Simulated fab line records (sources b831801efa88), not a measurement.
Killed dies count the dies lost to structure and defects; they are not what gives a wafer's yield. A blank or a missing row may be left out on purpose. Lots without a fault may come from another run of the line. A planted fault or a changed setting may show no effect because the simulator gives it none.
Struck lot and sound lot, side by side	flow gf180mcu	16 out of 602 route steps
Sound: wafers L359.2, L359.3, L359.5. The struck wafers were L369.3, L369.4, L369.6. The cause is named last.
For every step that has rows: the tool of each side, followed by ch and its chambers, followed by its first start. Under that, the readings that differ: sound wafers	struck wafers	difference of the means	sigmas: that difference in standard deviations of wafers without a fault.
alike: same words and numbers on both sides, and readings whose means sit less than 2 such deviations apart. not compared: any withheld reading, any reading some wafer has no value for, any bound like >300 that may hide the same value, and any number with overlapping values for which the record gives no deviation.
Wherever a step has rows on one side only, a row that says differs or no value, or a row with sigmas, the two part there. Numbers that have no deviation but don't overlap get no sigmas and don't part them. A reading that every wafer of one side lacks parts them only if that side has two wafers or more.

GF_V2_CMP_04: polishes SiO2.
  sound on cmp-01 ch 0,1,2, day 21 20:22; struck on cmp-02 ch 0,1, day 25 07:04
  alike: head-pressure-psi, motor-current-A, time-to-endpoint-s
GF_V2_BOW_MEAS_05:
  sound on film-metro-01, day 21 20:37; struck on film-metro-04, day 25 07:25
  alike: V2_BOW
then, 8 steps without rows for these wafers: GF_V2_DEHYDRATE_06 (time 60 s); GF_V2_HMDS_07 (prime time 60 s); GF_V2_COAT_08; GF_V2_COAT_09 (resist thk 1000 nm); GF_V2_SOFTBAKE_10 (time 60 s); GF_V2_EXPOSE_11 (exposes mask Via2, target cd 260 nm); GF_V2_PEB_12 (peb time 90 s); GF_V2_DEVELOP_13 (develop time 61.13 s).
GF_V2_CD_MEAS_14: target cd 260 nm.
  sound on cd-sem-01, day 22 19:13; struck on cd-sem-01, day 26 04:37
  alike: cd-nm
GF_V2_OVL_MEAS_15:
  sound on overlay-01, day 22 19:21; struck on overlay-02, day 26 04:43
  alike: V2_OVL
GF_V2_ETCH_16: etches BARC in N2/H2.
  sound on rie-diel-01 ch 1,2, day 22 19:23; struck on rie-diel-02 ch 0,2,3, day 26 04:44
  no value came back on the struck wafers for any of 6 readings (bias-w (W), chamber-pressure-mTorr (mTorr) and others); on the sound wafers bias-w (W) reads 99.7 100.1 100.0
GF_V2_ETCH_17: etches SiO2 in C4F8/O2/Ar, stops on TiN, target depth 630 nm.
  sound: rie-diel-01 ch 1,2; struck: rie-diel-02 ch 0,2,3
reading	sound	struck	difference	sigmas
oes-product-au (a.u.)	0.853 0.852 0.843	0.381 0.372 0.373	-0.474	-93
  alike: bias-w, chamber-pressure-mTorr
GF_V2_STRIP_18: strips in O2/N2.
  sound on plasma-asher-03 ch 0, day 22 19:31; struck on plasma-asher-03 ch 0,1, day 26 04:54
reading	sound	struck	difference	sigmas
oes-product-au (a.u.)	0.594 0.599 0.588	0.609 0.617 0.614	+0.020	+4
  alike: drypump-motor-current-A, heater-power-w
  not compared: rf-hours-counter-h
then, 1 step without rows for these wafers: GF_V2_STRIP_19 (strips in post etch residue remover, time 1200 s).

== WHERE THEY PART ==
Last at GF_V2_STRIP_18 as far as this record goes, first at GF_V2_ETCH_16.

WHY: the cause the simulator had injected
Skipped step whole: rie-diel-02, from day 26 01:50 on, at GF_V2_ETCH_16. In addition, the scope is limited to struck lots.
